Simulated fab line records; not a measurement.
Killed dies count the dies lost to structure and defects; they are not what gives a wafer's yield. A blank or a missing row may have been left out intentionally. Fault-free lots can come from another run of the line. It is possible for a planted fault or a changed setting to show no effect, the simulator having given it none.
Chamber matching || flow sky130 || SKY_POLY_GATE_ETCH_17 on rie si-01 has 4 sister chambers
The step etches poly-Si in HBr/Cl2, stops on SiO2, target depth 180 nm, time 70.5 s. 4 wafers are shown with their chamber, then 7 later ones without.

## EACH WAFER AND ITS CHAMBER
{"wafer": "L865.1", "chamber": 3, "drypump motor current A (A)": 5.6}
{"wafer": "L865.5", "chamber": 1, "drypump motor current A (A)": 6.1}
{"wafer": "L867.2", "chamber": 0, "drypump motor current A (A)": 5.2}
{"wafer": "L867.4", "chamber": 2, "drypump motor current A (A)": 6.1}

## WAFERS WHOSE CHAMBER IS MISSING
{"wafer": "L867.6", "drypump motor current A (A)": 6.1}
{"wafer": "L871.1", "drypump motor current A (A)": 6.1}
{"wafer": "L871.4", "drypump motor current A (A)": 6.1}
{"wafer": "L871.5", "drypump motor current A (A)": 5.2}
{"wafer": "L873.3", "drypump motor current A (A)": 6.1}
{"wafer": "L873.4", "drypump motor current A (A)": 5.1}
{"wafer": "L873.6", "drypump motor current A (A)": 5.1}

## EACH ONE'S CHAMBER
{"wafer": "L867.6", "from the rows above": "can't be placed: 1 or 2", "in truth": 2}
{"wafer": "L871.1", "from the rows above": "can't be placed: 1 or 2", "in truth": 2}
{"wafer": "L871.4", "from the rows above": "can't be placed: 1 or 2", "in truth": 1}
{"wafer": "L871.5", "from the rows above": 0, "in truth": 0}
{"wafer": "L873.3", "from the rows above": "can't be placed: 1 or 2", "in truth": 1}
{"wafer": "L873.4", "from the rows above": 0, "in truth": 0}
{"wafer": "L873.6", "from the rows above": 0, "in truth": 0}
Placed correctly: 3 of 7. Can't be placed from these rows: 4 (the true chamber is among the candidates in 4). Wrongly placed: 0.
How it was worked out, from the rows above alone: a wafer's distance from a chamber is the root of the sum, over the readings, of the square of ((its reading less the chamber's mean) divided by the reading's scatter). If the next closest chamber is less than 2 further off than the closest, the wafer can't be placed; otherwise it belongs to the closest. A chamber's mean is the mean of its shown wafers. The scatter: root of mean squared gap, hidden wafer to nearest shown wafer, with one shown wafer a chamber.
